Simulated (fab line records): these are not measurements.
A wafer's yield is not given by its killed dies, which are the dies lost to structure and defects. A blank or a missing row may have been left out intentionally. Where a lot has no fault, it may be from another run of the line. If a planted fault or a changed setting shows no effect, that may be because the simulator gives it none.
fab line records    flow sky130
record: lots: 14  wafers: 42  last-day: 50
route steps=708 shown LI_CONTACT@385 LOCAL_INTERCONNECT@400 METAL1@434 VIA1@469
lots that met no fault: from a run of the same line without faults
start-h: the number of hours between the record's first day and the start of the first shown wafer of the lot    wait-h: how many hours have passed since the lot's step before this one    " the same as in the row above    L1.1+2: one row covering several wafers at once    - either no value or no given start    * or withheld: withheld    < > ~ a bound
route shown NAME@n: a module of which the file shows steps, and the number in the route of the first    usual: average and standard deviation across the fault-free wafers    same: alike in all rows    chamber/n: place in a boat    sites: each site's reading    _std_site: how widely they spread, as a standard deviation    _edge_site: inner sites' mean taken away from outer sites' mean    radius-mm: how far each site lies from the wafer's centre    mask NAME#n: copy n    behind: the tool/chamber that last shaped the wafer    hold: cause of the lot's hold/its duration in hours/its outcome    device: whichever transistor did not switch (one of n, p or np)    end of line: tests of these same wafers at the route's end    a step with no rows: only its recipe    killed: at the first sort, the dies lost to defects and structure; wafer yield is something else    map: dies across one wafer; x = killed, . = not, _ = none there
set.NAME: the setting as run; set.NAME@STEP: as run at that earlier step    model.NAME: the simulator's own value behind a step, which no gauge read
one table for each step of the route and one row for each wafer, over a sample of lots
services: when a tool's chamber went out of use (start-h, in hours from the record's first day, below 0 if earlier), for how many hours, and the reason
== steps ==
step: SKY_LI_CONTACT_THK_MEAS_23
recipe: thk-meas-gauge: xrf  reads: W_of_LI_CONTACT_CVD_21
usual: LI_CONTACT_W_THK: 411/5.8
lot.wafer  tool           chamber  start-h  wait-h  LI_CONTACT_W_THK[nm]
L732.1     film-metro-01  -        733.41   0.1     411
L732.4     "              -        "        "       407
L732.5     "              -        "        "       415
L736.1     film-metro-03  -        759.55   0.1     407
L736.3     "              -        "        "       406
L736.5     "              -        "        "       407
L737.1     film-metro-02  -        763.71   0.1     413
L737.3     "              -        "        "       416
L737.6     "              -        "        "       410
L743.1     film-metro-03  -        802.76   0.1     409
L743.2     "              -        "        "       411
L743.3     "              -        "        "       408
L740.3     film-metro-01  -        803.14   0.1     412
L740.5     "              -        "        "       414
L740.6     "              -        "        "       404
L745.3     film-metro-01  -        804.32   0.1     415
L745.5     "              -        "        "       422
L745.6     "              -        "        "       419
L744.2     film-metro-02  -        804.68   0.1     407
L744.3     "              -        "        "       411
L744.4     "              -        "        "       408
L746.2     film-metro-02  -        810.69   0.1     406
L746.4     "              -        "        "       416
L746.5     "              -        "        "       403
L747.3     film-metro-02  -        823.10   0.1     405
L747.4     "              -        "        "       411
L747.6     "              -        "        "       403
L748.1     film-metro-02  -        824.51   0.1     400
L748.4     "              -        "        "       404
L748.5     "              -        "        "       405
L749.1     film-metro-01  -        825.51   0.1     411
L749.4     "              -        "        "       414
L749.5     "              -        "        "       416
L750.2     film-metro-02  -        835.02   0.1     406
L750.4     "              -        "        "       408
L750.5     "              -        "        "       404
L751.1     film-metro-02  -        847.08   0.1     402
L751.3     "              -        "        "       399
L751.5     "              -        "        "       402
L753.1     film-metro-02  -        853.96   0.1     410
L753.2     "              -        "        "       411
L753.6     "              -        "        "       402
step: SKY_LOCAL_INTERCONNECT_ETCH_13
recipe: chemistry: N2/H2  target: BARC  ion-energy-ev: 200  bias-w: 100  pressure-mtorr: 30  n2-flow-sccm: 100  h2-flow-sccm: 200  icp-w: 500  stop-on: SiO2  time-s: 45.9  target-depth-a: 600
usual: drypump-motor-current-A: 5.94/0.26  oes-product-au: 0.855/0.0049  throttle-valve-pct: 13.225/0.0089
lot.wafer  tool          chamber  start-h  wait-h  drypump-motor-current-A  oes-product-au  rf-hours-counter-h  throttle-valve-pct
L732.1     rie-metal-04  0        762.70   0.0     5.73                     0.854           12                  13.218
L732.4     "             1        "        "       5.78                     0.862           -                   13.221
L732.5     "             0        "        "       5.76                     0.852           -                   13.219
L736.1     rie-metal-02  1        786.60   0.0     5.66                     0.860           14                  13.226
L736.3     "             0        "        "       6.16                     0.856           -                   13.208
L736.5     "             1        "        "       5.67                     0.849           -                   13.227
L737.1     rie-metal-02  0        789.50   0.0     6.16                     0.859           13                  13.233
L737.3     "             1        "        "       5.65                     0.854           -                   13.230
L737.6     "             1        "        "       5.63                     0.851           -                   13.230
L743.1     rie-metal-04  1        828.96   0.0     5.79                     0.856           1                   13.225
L743.2     "             0        "        "       5.76                     0.852           15                  13.224
L743.3     "             0        "        "       5.76                     0.857           -                   13.237
L740.3     rie-metal-02  0        829.87   0.0     6.16                     0.859           -                   13.215
L740.5     "             1        "        "       5.66                     0.852           -                   13.241
L740.6     "             0        "        "       6.15                     0.860           -                   13.229
L745.3     rie-metal-04  0        831.43   0.0     5.75                     0.859           -                   13.260
L745.5     "             1        "        "       5.77                     0.853           -                   13.225
L745.6     "             0        "        "       5.76                     0.850           -                   13.233
L744.2     rie-metal-02  0        832.00   0.0     6.14                     0.857           15                  13.224
L744.3     "             1        "        "       5.69                     0.861           -                   13.224
L744.4     "             0        "        "       6.13                     0.858           -                   13.224
L746.2     rie-metal-04  0        837.90   0.0     5.73                     0.845           15                  13.210
L746.4     "             0        "        "       5.73                     0.851           -                   13.236
L746.5     "             0        "        "       5.74                     0.845           -                   13.228
L747.3     rie-metal-03  1        849.23   0.0     6.41                     0.851           -                   13.223
L747.4     "             0        "        "       5.83                     0.850           -                   13.228
L747.6     "             0        "        "       5.82                     0.864           -                   13.230
L748.1     rie-metal-03  0        850.35   0.0     5.83                     0.845           0                   13.217
L748.4     "             1        "        "       6.38                     0.858           -                   13.239
L748.5     "             1        "        "       6.38                     0.856           -                   13.225
L749.1     rie-metal-04  0        852.40   0.0     5.74                     0.853           16                  13.219
L749.4     "             0        "        "       5.74                     0.844           -                   13.224
L749.5     "             0        "        "       5.75                     0.850           -                   13.232
L750.2     rie-metal-04  0        862.02   0.0     5.73                     0.858           16                  13.226
L750.4     "             0        "        "       5.77                     0.861           -                   13.237
L750.5     "             1        "        "       5.78                     0.861           -                   13.225
L751.1     rie-metal-03  1        873.10   0.0     6.39                     0.860           0                   13.216
L751.3     "             0        "        "       5.85                     0.849           -                   13.219
L751.5     "             0        "        "       5.86                     0.852           -                   13.215
L753.1     rie-metal-02  0        881.43   0.0     6.15                     0.861           17                  13.244
L753.2     "             0        "        "       6.16                     0.854           -                   13.239
L753.6     "             0        "        "       6.15                     0.864           -                   13.218
step: SKY_METAL1_SPUTTER_00
recipe: material: Ti  target-thk-nm: 15  power-w: 3000  time-s: 10  chamber-pressure-pa: 0.4
usual: throttle-valve-pct: 30.5/0.72
lot.wafer  tool            chamber  start-h  wait-h  throttle-valve-pct
L732.1     pvd-sputter-02  -        790.58   0.1     29.7
L732.4     "               -        "        "       31.5
L732.5     "               -        "        "       31.4
L736.1     pvd-sputter-03  -        816.34   0.1     30.2
L736.3     "               -        "        "       30.7
L736.5     "               -        "        "       30.5
L737.1     pvd-sputter-03  -        819.47   0.2     31.0
L737.3     "               -        "        "       30.1
L737.6     "               -        "        "       29.4
L743.1     pvd-sputter-04  -        857.59   0.2     29.8
L743.2     "               -        "        "       30.3
L743.3     "               -        "        "       29.9
L740.3     pvd-sputter-03  -        858.68   0.1     30.7
L740.5     "               -        "        "       31.0
L740.6     "               -        "        "       30.5
L745.3     pvd-sputter-02  -        859.22   0.2     29.8
L745.5     "               -        "        "       30.6
L745.6     "               -        "        "       32.0
L744.2     pvd-sputter-04  -        860.13   0.2     30.0
L744.3     "               -        "        "       30.4
L744.4     "               -        "        "       29.9
L746.2     pvd-sputter-02  -        867.34   0.2     30.8
L746.4     "               -        "        "       29.9
L746.5     "               -        "        "       30.7
L747.3     pvd-sputter-03  -        878.03   0.2     29.2
L747.4     "               -        "        "       30.5
L747.6     "               -        "        "       29.3
L748.1     pvd-sputter-02  -        879.58   0.1     29.8
L748.4     "               -        "        "       32.1
L748.5     "               -        "        "       30.7
L749.1     pvd-sputter-02  -        881.17   0.2     31.1
L749.4     "               -        "        "       31.8
L749.5     "               -        "        "       31.8
L750.2     pvd-sputter-04  -        889.42   0.1     30.4
L750.4     "               -        "        "       30.3
L750.5     "               -        "        "       30.1
L751.1     pvd-sputter-04  -        901.52   0.1     30.3
L751.3     "               -        "        "       30.6
L751.5     "               -        "        "       30.2
L753.1     pvd-sputter-04  -        909.98   0.2     30.2
L753.2     "               -        "        "       30.1
L753.6     "               -        "        "       30.2
step: SKY_VIA1_DEVELOP_11
recipe: develop-time-s: 60  resist: KrF-thick  dev-temp-c: 21
usual: chill-plate-temp-C: 23.01/0.11  develop-time-s: 60/0
lot.wafer  tool            chamber  start-h  wait-h  chill-plate-temp-C  develop-time-s
L732.1     litho-track-03  0        845      -       23.10               60
L732.4     "               0        "        "       23.00               60
L732.5     "               0        "        "       23.03               60
L736.1     litho-track-03  0        874      -       22.99               60
L736.3     "               0        "        "       22.97               60
L736.5     "               0        "        "       23.06               60
L737.1     litho-track-04  0        874      -       22.92               60
L737.3     "               0        "        "       23.03               60
L737.6     "               0        "        "       22.94               60
L743.1     litho-track-01  -        910      -       -                   -
L743.2     "               -        "        "       -                   -
L743.3     "               -        "        "       -                   -
L740.3     litho-track-01  -        910      -       -                   -
L740.5     "               -        "        "       -                   -
L740.6     "               -        "        "       -                   -
L745.3     litho-track-04  0        911      -       22.96               60
L745.5     "               0        "        "       22.93               60
L745.6     "               0        "        "       22.95               60
L744.2     litho-track-04  0        911      -       23.05               60
L744.3     "               0        "        "       23.05               60
L744.4     "               0        "        "       23.11               60
L746.2     litho-track-01  0        920      -       23.24               60
L746.4     "               0        "        "       23.30               60
L746.5     "               0        "        "       23.16               60
L747.3     litho-track-01  0        930      -       23.06               60
L747.4     "               0        "        "       22.95               60
L747.6     "               0        "        "       23.14               60
L748.1     litho-track-03  0        931      -       23.15               60
L748.4     "               0        "        "       23.12               60
L748.5     "               0        "        "       23.15               60
L749.1     litho-track-01  0        932      -       22.81               60
L749.4     "               0        "        "       22.92               60
L749.5     "               0        "        "       22.95               60
L750.2     litho-track-01  0        939      -       23.07               60
L750.4     "               0        "        "       23.28               60
L750.5     "               0        "        "       23.12               60
L751.1     litho-track-03  0        951      -       23.06               60
L751.3     "               0        "        "       23.03               60
L751.5     "               0        "        "       23.09               60
L753.1     litho-track-01  0        959      -       22.87               60
L753.2     "               0        "        "       23.02               60
L753.6     "               0        960      -       22.85               60
== services ==
tool            chamber  start-h  hours  kind
rie-metal-04    1        779.20   -      clean
rie-metal-04    1        779.20   16.3   scheduled-down
rie-metal-04    1        779.20   16.3   vent-cycle
litho-track-04  -        801.60   -      consumable-replace:filter
pvd-sputter-04  -        819.20   1.4    repair
rie-metal-03    0        822.58   -      clean
rie-metal-03    0        822.58   19.0   scheduled-down
rie-metal-03    0        822.58   19.0   vent-cycle
rie-metal-02    -        826.27   0.3    repair
rie-metal-03    1        853.60   -      clean
rie-metal-02    1        881.25   -      clean
rie-metal-02    1        881.25   18.9   scheduled-down
rie-metal-02    1        881.25   18.9   vent-cycle
rie-metal-02    0        899.43   2.2    repair
rie-metal-04    0        909.02   -      clean
rie-metal-04    0        909.02   14.6   scheduled-down
rie-metal-04    0        909.02   14.6   vent-cycle
rie-metal-02    0        920.50   -      clean
rie-metal-02    0        920.50   16.0   scheduled-down
rie-metal-02    0        920.50   16.0   vent-cycle
pvd-sputter-02  -        924.80   1.3    repair
rie-metal-04    -        928.42   2.8    pm
litho-track-03  -        941.88   -      consumable-replace:filter
rie-metal-02    -        959.38   1.4    pm
== key ==
first-sign: step: SKY_VIA1_DEVELOP_11  reading: tool-record  direction: missing
effect none on later readings
met-at SKY_VIA1_DEVELOP_11
struck-lots L740,L743
later-rows-left-out L740.3,L740.5,L740.6,L743.1,L743.2,L743.3
sort-left-out L740.3,L740.5,L740.6,L743.1,L743.2,L743.3
not-acting-at SKY_LI_CONTACT_THK_MEAS_23,SKY_LOCAL_INTERCONNECT_ETCH_13,SKY_METAL1_SPUTTER_00
fault: kind: skipped-step-whole  tool: litho-track-01  chamber: -  onset-h: 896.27  steps: SKY_VIA1_DEVELOP_11  scope: struck-lots-only
sort-left-out: the simulated sort isn't trusted on such a fault, so these wafers' sort isn't shown, and their yield isn't known
later-rows-left-out: the simulator's readings of these wafers behind a module that went badly wrong aren't trusted and aren't shown, but for the sort
